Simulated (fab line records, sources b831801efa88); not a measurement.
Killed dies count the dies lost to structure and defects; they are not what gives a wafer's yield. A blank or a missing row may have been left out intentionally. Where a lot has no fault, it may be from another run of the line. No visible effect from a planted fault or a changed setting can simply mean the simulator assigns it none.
Code-filled problem report in 8D (eight disciplines) form	flow gf180mcu	the parts of the form that need people (team, actions taken, sign-off) are left out

1. PROBLEM STATEMENT
time-to-endpoint-s at GF_V3_CMP_26 reads a mean of 48 s on 1 wafer of 1 lot; wafers without a fault read 85 s with a standard deviation of 3.7. That is -10 standard deviations from the usual mean.
The step: polishes, stops on SiO2, t overpolish 15 s, target thk 0 nm.
Seen first at day 24 18:44 on cmp-02, wafer L135.3. At this step, 39 wafers from 13 lots have a number in the record. The rule behind "out" and "out of limits": a value lying over 4 standard deviations away from the usual mean. All remaining wafers that have a number are taken as sound.

2. WHAT THIS IS AND IS NOT
question	is	is not
which readings at this step	time-to-endpoint-s	motor-current-A, overpolish-run-s
which lots	L135	L130, L132, L133, L138, L146, L147, L148, L149, L150, L151, L152, L153
which wafers of those lots	L135.3	L135.2, L135.6
read on which tools	cmp-02	cmp-01
when	from day 24 18:44	up to then (11 sound wafers); but 27 sound wafers of L138, L146, L147, L148, L149, L150, L151, L152, L153 came after

3. WHAT RULES OUT EACH SUSPECT
Counting: any tool at a process step up to the reading remains a suspect provided it ran every lot that is out. Sound lots after the first of them don't rule it out here, since some wafers of a struck lot are sound.
- pvd-sputter-04 at GF_V3_SPUTTER_22 (material TiN, target thk 10 nm, time 40 s): kept. It ran the lot that is out, L135 (day 24 18:19).
- cmp-02 at GF_V3_CMP_26 (polishes, stops on SiO2, t overpolish 15 s, target thk 0 nm): kept. The lot that is out, L135, ran on it at day 24 18:44; the last sound lot it ran before that was L133, at day 23 23:13. Out on those wafers are its own readings of time-to-endpoint-s.
- At GF_V3_CMP_26, inside cmp-02: chamber 1 took the wafers that are out, while their sound lot-mates went through chambers 0, 2.
After counting, pvd-sputter-04 at GF_V3_SPUTTER_22 and cmp-02 at GF_V3_CMP_26 remain.

4. THE CAUSE (what the simulator had put in)
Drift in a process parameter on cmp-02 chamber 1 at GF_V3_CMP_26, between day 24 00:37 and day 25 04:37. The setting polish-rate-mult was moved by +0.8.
Counting left 2 suspects, and this tool is among them.

5. THE EFFECT CHAIN, in route order
Each row: a reading whose mean over the struck wafers that have a number lies more than 3 standard deviations from the usual. Scope: only readings with a usual standard deviation given in the record; hours: median across lots of the time from each lot's start at the first step in this table that gives one to its start at this step; sigmas: change in usual standard deviations.
hours	step	reading	usual	on struck wafers	change	sigmas
0	GF_V3_CMP_26	time-to-endpoint-s	85 s	48	-37	-10
Its process steps:
- GF_V3_CMP_26: polishes, stops on SiO2, t overpolish 15 s, target thk 0 nm.

6. HOW IT WOULD HAVE BEEN CAUGHT EARLIER
The fault began at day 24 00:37; the first out-of-limits reading in this record came at day 24 18:44, 18 hours later.
